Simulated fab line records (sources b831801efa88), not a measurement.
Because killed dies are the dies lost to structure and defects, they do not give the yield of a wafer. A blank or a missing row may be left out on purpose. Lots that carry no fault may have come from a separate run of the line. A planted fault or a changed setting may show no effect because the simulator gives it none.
2 desks looking at one fault -- flow sky130 -- each desk holds nothing but its own numbers, with what lay behind them at the end

## DESK OF THE TOOL OWNER: pvd-sputter-01
At SKY_CAP2M_SPUTTER_02 (material TiN, target thk 200 nm, time 166.7 s) the tool's own readings: per lot run on this tool, the mean of the sampled wafers that have a number. A lot is out of limits, marked OUT, if its mean lies more than 4 standard deviations from the usual mean; the brackets give that distance.
Columns: A = throttle-valve-pct at SKY_CAP2M_SPUTTER_02, usual 29.6 %
lot,first seen here,A
L997,day 39 07:43,29.8
L102,day 41 06:25,28.9
L105,day 42 05:55,29.9
L110,day 43 14:13,29.1
L112,day 44 06:00,29.2
This desk found nothing out of limits on any of the 5 lots.

## FROM THE METROLOGY DESK
Lot by lot, what the gauges showed, no matter which tool ran the lot: averages of those sampled wafers that carry a number. A lot is out of limits, marked OUT, if its mean lies more than 4 standard deviations from the usual mean; the brackets give that distance.
Columns: A = CAP2M_TIN_RS at SKY_CAP2M_RS_MEAS_03, usual 6.90 ohm/sq; B = CAP2M_TIN_THK at SKY_CAP2M_THK_MEAS_04, usual 199.5 nm
lot,first seen here,A,B
L997,day 39 07:49,6.88,200.8
L100,day 40 19:59,6.92,199.0
L101,day 40 21:08,6.82,201.1
L102,day 41 06:31,6.97,198.1
L105,day 42 06:02,6.86,199.8
L110,day 43 14:22,6.69,205.6
L112,day 44 06:08,6.78,203.7
L116,day 45 20:07,6.88,199.7
L120,day 46 07:01,6.94,199.2
This desk found nothing out of limits on any of the 9 lots.

## TAKEN TOGETHER
The desk of the tool owner found nothing out of limits.
At the metrology desk, nothing out of limits was observed.

## WHAT THE SIMULATOR HAD INSERTED
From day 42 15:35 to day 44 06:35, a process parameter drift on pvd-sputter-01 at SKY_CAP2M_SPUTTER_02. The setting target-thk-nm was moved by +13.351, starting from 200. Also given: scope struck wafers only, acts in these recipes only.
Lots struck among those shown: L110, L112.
